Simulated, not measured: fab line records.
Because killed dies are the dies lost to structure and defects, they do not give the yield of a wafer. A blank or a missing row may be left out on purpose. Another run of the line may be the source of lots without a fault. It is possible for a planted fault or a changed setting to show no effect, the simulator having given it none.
Struck lot and sound lot, side by side ; flow sky130 ; 44 out of 708 route steps
Sound: these wafers, L679.2, L679.3, L679.5. Wafers struck: L692.1, L692.2, L692.3. The cause is given at the end.
At each step with rows: each side's tool, then ch and its chambers, then its first start. Under that, the readings that differ: sound wafers ; struck wafers ; difference of the means ; sigmas: that difference in standard deviations of wafers without a fault.
alike: a reading whose means differ by less than 2 such deviations, as well as words and numbers matching on both sides. not compared: withheld readings; readings where some wafer has no value; bounds like >300 that might hide an equal value; numbers whose values overlap and for which the record gives no deviation.
The two part at a step that has a row with sigmas, a row that says differs or no value, or rows on one side only. Numbers that have no deviation but don't overlap get no sigmas and don't part them. A reading that every wafer of one side lacks parts them only if that side has two wafers or more.

first, 2 steps without rows for these wafers: SKY_DNWELL_DEVELOP_06 (develop time 60 s); SKY_DNWELL_IMPLANT_07.
SKY_DNWELL_STRIP_08: strips in O2/N2.
  sound on plasma asher-02 ch 0,1, day 4 07:47; struck on plasma asher-01 ch 0,1, day 7 06:13
reading;sound;struck;difference;sigmas
strip time to endpoint s (s);37.03 36.98 37.00;36.70 36.73 36.68;-0.30;-3
  alike: drypump motor current A, o2 flow sccm, oes product au
  not compared: rf hours counter h
SKY_DNWELL_TW_MEAS_09:
  struck on film metro-01, day 7 06:19; sound on film metro-04, day 4 07:53
  alike: DNWELL_TW
then, 7 steps without rows for these wafers: SKY_PWDE_DEHYDRATE_00 (time 60 s); SKY_PWDE_HMDS_01 (prime time 60 s); SKY_PWDE_COAT_02 (resist thk 3000 nm); SKY_PWDE_SOFTBAKE_03; SKY_PWDE_EXPOSE_04 (exposes mask PWDEM, target cd 840 nm); SKY_PWDE_PEB_05; SKY_PWDE_DEVELOP_06 (develop time 60 s).
SKY_PWDE_OVL_MEAS_07:
  struck on overlay-01, day 8 02:42; sound on overlay-02, day 5 01:19
  alike: PWDE_OVL
SKY_PWDE_IMPLANT_08:
  sound on implanter-03 ch 0, day 5 01:22; struck on implanter-01 ch 0, day 8 02:44
reading;sound;struck;difference;sigmas
beam on s (s);9.87 9.98 9.85;11.65 12.13 12.05;+2.04;+10
end station pressure torr (Torr);4.93e-06 5.12e-06 4.94e-06;8.938e-05 0.00010303 9.661e-05;+9.134e-05;+99 or more
faraday current uA;20.5 20.4 20.6;17.6 16.9 17.0;-3.3;-8
SKY_PWDE_STRIP_09: strips in O2/N2.
  sound on plasma asher-03 ch 0, day 5 01:30; struck on plasma asher-01 ch 0,1, day 8 02:53
  alike: drypump motor current A, o2 flow sccm, oes product au, strip time to endpoint s
  not compared: rf hours counter h
SKY_PWDE_TW_MEAS_10:
  struck on film metro-04, day 8 02:59; sound on film metro-04, day 5 01:37
reading;sound;struck;difference;sigmas
PWDE_TW;377.3 376.5 374.4;397.5 397.9 398.4;+21.9;+9
then, 7 steps without rows for these wafers: SKY_NWELL_DEHYDRATE_03 (time 60 s); SKY_NWELL_HMDS_04 (prime time 60 s); SKY_NWELL_COAT_05 (resist thk 3000 nm); SKY_NWELL_SOFTBAKE_06; SKY_NWELL_EXPOSE_07 (exposes mask NWM, target cd 840 nm); SKY_NWELL_PEB_08; SKY_NWELL_DEVELOP_09 (develop time 60 s).
SKY_NWELL_OVL_MEAS_10:
  struck on overlay-01, day 9 00:43; sound on overlay-02, day 5 19:44
  alike: NWELL_00_OVL
then, 3 steps without rows for these wafers: SKY_NWELL_IMPLANT_11; SKY_NWELL_IMPLANT_12; SKY_NWELL_IMPLANT_13.
SKY_NWELL_STRIP_14: strips in O2/N2.
  sound on plasma asher-04 ch 0, day 5 20:13; struck on plasma asher-04 ch 0,1, day 9 01:12
  alike: drypump motor current A, o2 flow sccm, oes product au, strip time to endpoint s
  not compared: rf hours counter h
SKY_NWELL_TW_MEAS_15:
  struck on film metro-04, day 9 01:18; sound on film metro-04, day 5 20:20
  alike: NWELL_TW
then, 7 steps without rows for these wafers: SKY_NWELL_DEHYDRATE_16 (time 60 s); SKY_NWELL_HMDS_17 (prime time 60 s); SKY_NWELL_COAT_18 (resist thk 3000 nm); SKY_NWELL_SOFTBAKE_19; SKY_NWELL_EXPOSE_20 (exposes mask NWM COMPLEMENT, target cd 840 nm); SKY_NWELL_PEB_21; SKY_NWELL_DEVELOP_22 (develop time 60 s).
SKY_NWELL_OVL_MEAS_23:
  struck on overlay-01, day 9 23:43; sound on overlay-02, day 6 15:13
  alike: NWELL_01_OVL
then, 1 step without rows for these wafers: SKY_NWELL_IMPLANT_24.
SKY_NWELL_STRIP_25: strips in O2/N2.
  sound on plasma asher-02 ch 0,1, day 6 15:24; struck on plasma asher-03 ch 0,1, day 9 23:54
reading;sound;struck;difference;sigmas
strip time to endpoint s (s);37.13 37.09 37.00;36.87 36.76 36.91;-0.23;-2
  alike: drypump motor current A, o2 flow sccm, oes product au
  not compared: rf hours counter h
SKY_NWELL_TW_MEAS_26:
  struck on film metro-02, day 10 00:00; sound on film metro-02, day 6 15:31
  alike: NWELL_2_TW
then, 1 step without rows for these wafers: SKY_NWELL_CLEAN_27 (cleans in SC1/SC2, time 150 s).
SKY_NWELL_RTA_28: time 30 s.
  sound on rtp anneal-01 ch 0, day 6 15:38; struck on rtp anneal-02 ch 0, day 10 00:07
  alike: lamp power pct, ramp down c per s, wafer_temp_C_max
SKY_NWELL_RS_MEAS_29: measures by four-point-probe.
  struck on film metro-04, day 10 00:13; sound on film metro-02, day 6 15:44
  alike: NWELL_RS
SKY_NWELL_RS_MEAS_31: measures by four-point-probe.
  struck on film metro-04, day 10 00:27; sound on film metro-02, day 6 15:58
reading;sound;struck;difference;sigmas
PWDE_RS (ohm/sq);5283 5273 5295;4525 4547 4537;-747;-42
-- the record jumps here: 40 days lie between the struck wafers' starts before and after (it left off in module NWELL and takes up again in module PAD_OPEN, whose first step shown is number 708 of the route) --
SKY_PAD_OPEN_PROBE_99:
  struck on prober-02, day 50 12:25; sound on prober-01, day 47 14:23
reading;sound;struck;difference;sigmas
model.etest.res_p_drift_20v.line ohm um;1.244e+04 1.218e+04 1.25e+04;9422 9537 9428;-2911;
model.etest.res_p_drift_20v.rs ohm sq;1.041e+04 1.04e+04 1.06e+04;7785 7999 7891;-2578;
model.etest.res pwde under gate.rs ohm sq;6223 6235 6229;5162 5228 5207;-1030;
  alike: killed_at_M0_to_M3, killed_at_M4_up, killed at contacts, killed at front end, killed at other, killed dies, killed open, killed short

## WHERE THEY PART
Last at SKY_NWELL_RS_MEAS_31 as far as this record goes, first at SKY_DNWELL_STRIP_08. Later steps at which nothing parts them and some readings are alike: SKY_PAD_OPEN_PROBE_99.

WHY: what had been put in by the simulator
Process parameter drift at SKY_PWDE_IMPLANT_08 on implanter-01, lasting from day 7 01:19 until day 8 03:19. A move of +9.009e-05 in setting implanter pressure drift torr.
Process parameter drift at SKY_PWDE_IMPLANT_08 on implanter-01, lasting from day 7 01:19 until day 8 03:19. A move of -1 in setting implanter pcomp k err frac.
